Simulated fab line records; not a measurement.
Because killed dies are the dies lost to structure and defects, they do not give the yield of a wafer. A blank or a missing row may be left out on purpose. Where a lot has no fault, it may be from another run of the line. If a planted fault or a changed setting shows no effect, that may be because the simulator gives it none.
8D (eight disciplines) problem report, filled in by code    flow sky130    the parts of the form that need people (team, actions taken, sign-off) are left out

== 1. PROBLEM STATEMENT ==
Mean VIA1_W_RS at SKY_VIA1_RS_MEAS_22: 0.475 ohm/sq over 2 wafers in 2 lots; fault-free wafers: 0.431 ohm/sq, standard deviation 0.0045. That puts it +9.8 standard deviations away from the usual mean.
The step: measures by four-point-probe.
First observed at day 35 18:07: wafer L447.1, on film_metro-04. Wafers with a number at this step in the record: 33, from 11 lots. Rule for "out", or "out of limits": more than 4 standard deviations from the usual mean. The other wafers with a number count as sound.

== 2. WHAT IT IS AND WHAT IT IS NOT ==
question                     is                 is not
which readings at this step  VIA1_W_RS          -
which lots                   L447, L448         L442, L444, L457, L458, L459, L460, L462, L463, L464
which wafers of those lots   L447.1, L448.3     L447.2, L447.6, L448.4, L448.6
read on which gauges         film_metro-04      film_metro-01, film_metro-03
when                         from day 35 18:07  up to then (8 sound wafers); but 23 sound wafers of L448, L457, L458, L459, L460, L462, L463, L464 came after

== 3. THE SUSPECTS, EACH WITH WHAT RULES IT OUT ==
Counting: if a tool at a process step up to the reading ran every lot that is out, it stays a suspect. Sound lots after the first of them don't rule it out here, since some wafers of a struck lot are sound.
- the gauge at SKY_VIA1_RS_MEAS_22: kept. All the wafers that are out were read on film_metro-04, and no step on other tools shows them out.
- cvd_w-01 at SKY_VIA1_CVD_21 (deposits W, target thk 270 nm, time 80.902 s): kept. Ran every lot that is out, first one L447 (day 35 18:02); last sound lot up to then L444 (day 34 18:31).
Remaining after the count are cvd_w-01 at SKY_VIA1_CVD_21 and film_metro-04 at SKY_VIA1_RS_MEAS_22.

== 4. THE CAUSE (what the simulator had put in) ==
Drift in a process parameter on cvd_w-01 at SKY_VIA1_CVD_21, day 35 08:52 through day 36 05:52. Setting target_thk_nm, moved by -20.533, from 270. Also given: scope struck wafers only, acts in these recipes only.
Counting left 2 suspects, and this tool is among them.

== 5. THE CHAIN OF EFFECTS, in route order ==
Rows list readings where the struck wafers' mean (over those with a number) sits beyond 3 standard deviations from the usual. Only readings for which the record gives a usual standard deviation are gone through. hours: the time from each lot's start at the first step in this table that gives one to its start at this step, as a median over the lots. sigmas: the change in usual standard deviations.
hours  step                  reading     usual         on struck wafers  change  sigmas
0      SKY_VIA1_RS_MEAS_22   VIA1_W_RS   0.431 ohm/sq  0.475             +0.044  +9.8
0      SKY_VIA1_THK_MEAS_23  VIA1_W_THK  278 nm        252               -26     -6.4

== 6. HOW IT WOULD HAVE BEEN CAUGHT EARLIER ==
In this record the first reading out of limits at a measuring or inspecting step was taken at day 35 18:07, 9 hours after the fault began at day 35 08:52.
Tool readings at SKY_VIA1_CVD_21 with a usual standard deviation given in the record: none out on any struck wafer, hence no alarm at a limit of 4 standard deviations on them.
L448, from the lots that are out (2), started SKY_VIA1_CVD_21 on cvd_w-01 later than day 35 18:07. Had the tool been put on hold then, it would have been spared.
